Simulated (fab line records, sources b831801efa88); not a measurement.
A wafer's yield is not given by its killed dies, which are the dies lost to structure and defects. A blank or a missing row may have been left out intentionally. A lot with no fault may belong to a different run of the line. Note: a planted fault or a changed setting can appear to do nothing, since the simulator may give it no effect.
Problem report, 8D (eight disciplines) form, completed by code + flow gf180mcu + the parts of the form that need people (team, actions taken, sign-off) are left out

== 1. WHAT IS WRONG ==
tilt deg at GF_VT_IMPLANT_IMPLANT_30 reads a mean of 6.670 degrees on 6 wafers of 2 lots; wafers without a fault read 7.005 degrees with a standard deviation of 0.02. That puts it -17 standard deviations away from the usual mean.
Seen first at day 9 08:56 on implanter-01, wafer L775.1. The record holds 42 wafers of 14 lots with a number at this step. Rule for "out", or "out of limits": more than 4 standard deviations from the usual mean. The rest of the wafers with a number are treated as sound.

== 2. WHAT IT IS; WHAT IT IS NOT ==
| question                    | is                     | is not                                                                                             |
|-----------------------------|------------------------|----------------------------------------------------------------------------------------------------|
| which readings at this step | tilt deg               | beam on s, faraday current uA                                                                      |
| which lots                  | L775, L776             | L766, L767, L768, L770, L771, L773, L777, L778, L783, L786, L787, L789                             |
| which wafers of those lots  | all that have a number | -                                                                                                  |
| read on which tools         | implanter-01           | implanter-02, implanter-04                                                                         |
| when                        | from day 9 08:56       | up to then (18 sound wafers); but 18 sound wafers of L777, L778, L783, L786, L787, L789 came after |

== 3. THE SUSPECTS, EACH WITH WHAT RULES IT OUT ==
Counting: a tool at a process step up to the reading stays a suspect if it ran every lot that is out and no sound lot after the first of them.
- implanter-01 at GF_VT_IMPLANT_IMPLANT_30: ruled out as a lasting fault. Sound lots L789 ran on it after its first lot that is out, L775 (day 9 08:56).
Left after counting: nothing in the record.

== 4. THE CAUSE (what the simulator had put in) ==
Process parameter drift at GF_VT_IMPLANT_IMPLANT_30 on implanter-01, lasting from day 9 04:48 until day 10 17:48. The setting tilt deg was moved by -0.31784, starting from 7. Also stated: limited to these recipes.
Counting ruled it out, wrongly.

== 5. THE CHAIN OF EFFECTS, in route order ==
Each row: a reading where the mean over the struck wafers with a number is more than 3 standard deviations away from the usual. Only readings for which the record gives a usual standard deviation are gone through. hours: the time from each lot's start at the first step in this table that gives one to its start at this step, as a median over the lots. sigmas: the change in usual standard deviations.
| hours | step                     | reading  | usual         | on struck wafers | change | sigmas |
|-------|--------------------------|----------|---------------|------------------|--------|--------|
| 0     | GF_VT_IMPLANT_IMPLANT_30 | tilt deg | 7.005 degrees | 6.670            | -0.335 | -17    |
The process steps in it:
- GF_VT_IMPLANT_IMPLANT_30
At these later measuring or inspecting steps, every struck wafer for which the step has a row has a number for every such reading, and none has moved that far: GF_POLY_GATE_CD_MEAS_18, GF_SAB_THK_MEAS_01.

== 6. WHAT WOULD HAVE CAUGHT IT SOONER ==
In this record the first reading out of limits was taken at day 9 08:56, 4 hours after the fault began at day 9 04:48.
